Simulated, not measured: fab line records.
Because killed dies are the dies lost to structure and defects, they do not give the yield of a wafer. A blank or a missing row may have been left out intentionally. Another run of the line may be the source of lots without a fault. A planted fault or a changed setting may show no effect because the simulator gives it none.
Which tool did it? ; flow sky130 ; 12 lots, 36 wafers sampled, at 4 steps of a route of 708

WHAT EACH GAUGE READ, for each wafer
SKY_LDD_HVP_OVL_MEAS_07. Usual: LDD_HVP_OVL gives -0.7 nm (standard deviation 1.2).
lot;measured;on;LDD_HVP_OVL (nm);flag
L438;day 21 02:37;overlay-01;0.5 1.8 -1.0;
L439;day 21 12:38;overlay-02;-0.7 -1.0 -0.8;
L441;day 22 16:52;overlay-02;0.0 -1.2 -2.1;
L443;day 23 15:10;overlay-02;0.8 -0.5 -1.0;
L445;day 24 03:53;overlay-01;1.4 0.8 0.8;
L448;day 25 06:20;overlay-01;0.1 0.4 0.9;
L450;day 26 03:58;overlay-02;-1.9 -0.6 0.7;
L455;day 28 23:20;overlay-02;-1.5 0.1 -1.3;
L456;day 28 23:49;overlay-01;-0.3 -0.4 -0.9;
L457;day 29 00:34;overlay-02;-1.6 -2.6 -1.3;
L458;day 29 09:05;overlay-01;-1.1 -0.4 -1.3;
L460;day 29 14:04;overlay-02;-3.5 -0.6 -2.8;

SKY_CONTACT_RS_MEAS_25: measures by four-point-probe. Usual: CONTACT_W_RS gives 0.338 ohm/sq (standard deviation 0.0038).
lot;measured;on;CONTACT_W_RS (ohm/sq);flag
L438;day 31 06:13;film metro-01;0.338 0.339 0.340;
L439;day 31 08:58;film metro-03;0.342 0.341 0.340;
L441;day 32 11:38;film metro-01;0.338 0.346 0.338;
L443;day 33 04:59;film metro-01;0.338 0.342 0.342;
L445;day 33 19:22;film metro-03;0.341 0.343 0.340;
L448;day 34 20:42;film metro-02;0.338 0.340 0.337;
L450;day 35 19:56;film metro-01;0.336 0.335 0.336;
L455;day 38 13:49;film metro-03;0.332 0.332 0.335;
L456;day 38 14:44;film metro-01;0.340 0.337 0.338;
L457;day 38 14:50;film metro-03;0.335 0.332 0.335;
L458;day 38 16:14;film metro-01;0.329 0.335 0.331;
L460;day 38 20:31;film metro-01;0.336 0.332 0.335;

EACH LOT AND THE TOOL THAT RAN IT (in order: tool; ch and the chambers of the sampled wafers; start)
lot;SKY_VT_ADJUST_LVTN_STRIP_09;SKY_VT_ADJUST_NCORE_STRIP_10
L438;plasma asher-02 ch 0,1, day 6 16:01;plasma asher-01 ch 0,1, day 8 06:13
L439;plasma asher-02 ch 0,1, day 6 22:52;plasma asher-02 ch 0,1, day 8 14:17
L441;plasma asher-04 ch 0,1, day 7 14:28;plasma asher-03 ch 0,1, day 9 07:49
L443;plasma asher-01 ch 0,1, day 8 06:46;plasma asher-01 ch 0,1, day 10 01:25
L445;plasma asher-01 ch 0,1, day 8 13:03;plasma asher-02 ch 0,1, day 10 07:49
L448;plasma asher-04 ch 0,1, day 9 11:49;plasma asher-01 ch 0,1, day 11 10:08
L450;plasma asher-04 ch 0,1, day 9 23:40;plasma asher-02 ch 0,1, day 11 22:49
L455;plasma asher-04 ch 0, day 12 06:07;plasma asher-02 ch 0,1, day 14 08:38
L456;plasma asher-02 ch 1, day 12 06:31;plasma asher-03 ch 0,1, day 14 08:46
L457;plasma asher-02 ch 0,1, day 12 14:07;plasma asher-01 ch 0, day 14 17:43
L458;plasma asher-04 ch 0,1, day 12 21:43;plasma asher-01 ch 0,1, day 15 02:17
L460;plasma asher-01 ch 0,1, day 13 07:43;plasma asher-03 ch 0,1, day 15 11:35
- SKY_VT_ADJUST_LVTN_STRIP_09: strips in O2/N2.
- SKY_VT_ADJUST_NCORE_STRIP_10: strips in O2/N2.

WHAT THE TOOLS THEMSELVES READ (means of the sampled wafers that have a number; where no wafer has one, the mark that the record gives instead)
SKY_VT_ADJUST_LVTN_STRIP_09. Usual: chamber pressure mTorr 1499.9 mTorr, standard deviation 1.4; drypump motor current A 5.6 A, standard deviation 0.38; o2 flow sccm 2998 sccm, standard deviation 9.1; oes product au 0.723 a.u., standard deviation 0.0044; strip time to endpoint s 36.97 s, standard deviation 0.12.
lot;tool;chamber pressure mTorr (mTorr);drypump motor current A (A);o2 flow sccm (sccm);oes product au (a.u.);strip time to endpoint s (s);flag
L438;plasma asher-02;1500.3;6.0;2996;0.725;36.88;
L439;plasma asher-02;1499.5;6.0;2994;0.721;36.90;
L441;plasma asher-04;1501.2;5.4;3004;0.722;36.85;
L443;plasma asher-01;1500.3;5.4;2993;0.723;37.00;
L445;plasma asher-01;1498.5;5.1;2990;0.725;36.91;
L448;plasma asher-04;1501.2;5.5;3009;0.725;37.15;
L450;plasma asher-04;1499.3;5.4;2996;0.720;36.94;
L455;plasma asher-04;1500.9;5.6;2997;0.722;36.93;
L456;plasma asher-02;1500.2;6.0;3594;0.729;36.86;OFF
L457;plasma asher-02;1499.7;6.0;3593;0.724;36.61;OFF
L458;plasma asher-04;1499.1;5.4;3002;0.721;36.99;
L460;plasma asher-01;1500.2;5.1;3005;0.725;36.92;

SKY_VT_ADJUST_NCORE_STRIP_10. Usual: chamber pressure mTorr 1499.9 mTorr, standard deviation 1.4; drypump motor current A 5.6 A, standard deviation 0.41; o2 flow sccm 2998 sccm, standard deviation 9.2; oes product au 0.715 a.u., standard deviation 0.0045; strip time to endpoint s 14.19 s, standard deviation 0.035.
lot;tool;chamber pressure mTorr (mTorr);drypump motor current A (A);o2 flow sccm (sccm);oes product au (a.u.);strip time to endpoint s (s);flag
L438;plasma asher-01;1500.6;5.4;3001;0.717;14.16;
L439;plasma asher-02;1500.0;6.0;2995;0.717;14.14;
L441;plasma asher-03;1499.4;5.8;3005;0.716;14.22;
L443;plasma asher-01;1499.9;5.4;2993;0.714;14.22;
L445;plasma asher-02;1500.4;6.0;2995;0.713;14.23;
L448;plasma asher-01;1500.1;5.1;2991;0.716;14.19;
L450;plasma asher-02;1499.9;6.0;2994;0.709;14.18;
L455;plasma asher-02;1499.7;6.0;3000;0.713;14.18;
L456;plasma asher-03;1498.3;5.8;2991;0.715;14.18;
L457;plasma asher-01;1500.6;5.6;2990;0.717;14.23;
L458;plasma asher-01;1501.1;5.4;3003;0.712;14.17;
L460;plasma asher-03;1499.7;5.8;2999;0.717;14.18;

THE ANSWER, worked out from the rows above alone
Rule: take the mean of a lot's wafers that have a number; if it is more than 3 standard deviations from the usual mean, the lot is off. A lot without any number at a reading at which 4 lots or more have one is off too. Where the step has rows for the other lots, those lots are counted as sound. Order of review: gauges by route order, followed by the tools' own readings, for which a lot's mean as printed above is used. At the first step where some lot is off, the reading lying furthest off is the one used; lots without a number count as furthest.
Off: L456, L457, at SKY_VT_ADJUST_LVTN_STRIP_09 (o2 flow sccm).
A tool fits if, at that step or a process step before it, it ran every lot that is off, and no sound lot after the first of them. One fits: plasma asher-02 at SKY_VT_ADJUST_LVTN_STRIP_09. Its last sound lot is L439 (day 6 22:52), its first lot that is off L456 (day 12 06:31): a fault that began between those two fits.
The tool's own readings at SKY_VT_ADJUST_LVTN_STRIP_09 bear it out: on the lots that are off they differ by more than 5 times the standard deviation of the sound lots' means. o2 flow sccm reads 3594 sccm there against 2999 sccm on the sound lots.

WHAT WAS PUT IN BY THE SIMULATOR
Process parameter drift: plasma asher-02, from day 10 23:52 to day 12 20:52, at SKY_VT_ADJUST_LVTN_STRIP_09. The setting o2 flow sccm was moved by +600, starting from 3000. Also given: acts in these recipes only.
Lots struck among those shown: L456, L457. The rule above found the same.
